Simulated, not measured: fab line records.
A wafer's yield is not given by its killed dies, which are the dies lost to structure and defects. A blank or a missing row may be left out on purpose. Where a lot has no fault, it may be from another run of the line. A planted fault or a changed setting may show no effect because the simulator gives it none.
Struck lot and sound lot, side by side + flow sky130 + 17 steps out of a route of 708
Sound: the wafers L124.1, L124.4, L124.6. Struck: wafers L131.1, L131.4, L131.5. The cause comes at the end.
Per side, at each step with rows, come the tool, then ch with its chambers, and then its first start. Under that, the readings that differ: sound wafers + struck wafers + difference of the means + sigmas: that difference in standard deviations of wafers without a fault.
alike: same words and numbers on both sides, and readings whose means sit less than 2 such deviations apart. not compared: any withheld reading, any reading some wafer has no value for, any bound like >300 that may hide the same value, and any number with overlapping values for which the record gives no deviation.
The two part at a step that has a row with sigmas, a row that says differs or no value, or rows on one side only. Numbers that don't overlap but have no deviation are shown without sigmas and don't part them. A reading that every wafer of one side lacks parts them only if that side has two wafers or more.

SKY_GATE_OXIDE_TW_MEAS_14:
  struck on film-metro-02, day 20 03:15; sound on film-metro-04, day 17 22:08
| reading       | sound             | struck            | difference | sigmas |
|---------------|-------------------|-------------------|------------|--------|
| GATE_OXIDE_TW | 224.7 225.7 223.6 | 228.1 229.2 228.4 | +3.9       | +3     |
then, 3 steps without rows for these wafers: SKY_GATE_OXIDE_CLEAN_15 (cleans in SC1/SC2, time 150 s); SKY_GATE_OXIDE_OXIDATION_16 (stabilise 600 s, purge 300 s, target thk 3.57 nm); SKY_POLY_GATE_CVD_00 (deposits poly-Si, target thk 180 nm, time 720 s).
SKY_POLY_GATE_THK_MEAS_01:
  struck on film-metro-03, day 20 09:00; sound on film-metro-03, day 18 02:52
  alike: POLY_GATE_CVD_00_THK
then, 7 steps without rows for these wafers: SKY_RES_PROTECT_DEHYDRATE_00 (time 60 s); SKY_RES_PROTECT_HMDS_01 (prime time 60 s); SKY_RES_PROTECT_COAT_02 (resist thk 1140 nm); SKY_RES_PROTECT_SOFTBAKE_03 (time 60 s); SKY_RES_PROTECT_EXPOSE_04 (exposes mask RPM, target cd 1270 nm); SKY_RES_PROTECT_PEB_05; SKY_RES_PROTECT_DEVELOP_06 (develop time 60 s).
SKY_POLY_GATE_IMPLANT_02:
  sound on implanter-03 ch 0, day 19 08:01; struck on implanter-03 ch 0, day 21 16:05
SKY_RES_PROTECT_STRIP_07: strips in O2/N2.
  sound on plasma-asher-01 ch 0,1, day 19 08:10; struck on plasma-asher-01 ch 0,1, day 21 16:14
| reading                      | sound             | struck            | difference | sigmas |
|------------------------------|-------------------|-------------------|------------|--------|
| oes-product-au (a.u.)        | 0.516 0.517 0.522 | 0.504 0.493 0.503 | -0.018     | -4     |
| strip-time-to-endpoint-s (s) | 23.30 23.34 23.35 | 25.06 25.09 25.09 | +1.75      | +40    |
  alike: chamber-pressure-mTorr, drypump-motor-current-A
  not compared: rf-hours-counter-h
SKY_RES_PROTECT_TW_MEAS_08:
  struck on film-metro-03, day 21 16:19; sound on film-metro-03, day 19 08:16
| reading      | sound          | struck         | difference | sigmas |
|--------------|----------------|----------------|------------|--------|
| POLY_GATE_TW | 3985 3987 3990 | 4173 4150 4175 | +179       | +5     |
then, 1 step without rows for these wafers: SKY_RES_PROTECT_CLEAN_09 (cleans in SC1/SC2, time 150 s).
-- record jumps: 28 days separate the struck wafers' starts on either side; left off in module RES_PROTECT, taken up again in module PAD_OPEN, whose first shown step is the route's number 708 --
SKY_PAD_OPEN_PROBE_99:
  struck on prober-01, day 49 23:54; sound on prober-02, day 48 18:36
| reading                          | sound             | struck            | difference | sigmas |
|----------------------------------|-------------------|-------------------|------------|--------|
| model.etest.res-poly.line-ohm-um | 530.2 518.9 517.5 | 373.1 376.2 383.8 | -144.5     |        |
| model.etest.licon-poly.rc-ohm    | 154.1 146.9 145.7 | 104.8 103.9 102.2 | -45.3      |        |
| model.etest.res-poly.rs-ohm-sq   | 48.67 48.35 48.02 | 36.21 36.05 36.49 | -12.10     |        |
  alike: killed_at_M0_to_M3, killed_at_M4_up, killed-at-contacts, killed-at-front-end, killed-at-other, killed-dies, killed-open, killed-short

== WHERE THEY PART ==
First at SKY_GATE_OXIDE_TW_MEAS_14; last, within this record, at SKY_RES_PROTECT_TW_MEAS_08. Later steps at which nothing parts them and some readings are alike: SKY_PAD_OPEN_PROBE_99.

WHY: what the simulator had put in
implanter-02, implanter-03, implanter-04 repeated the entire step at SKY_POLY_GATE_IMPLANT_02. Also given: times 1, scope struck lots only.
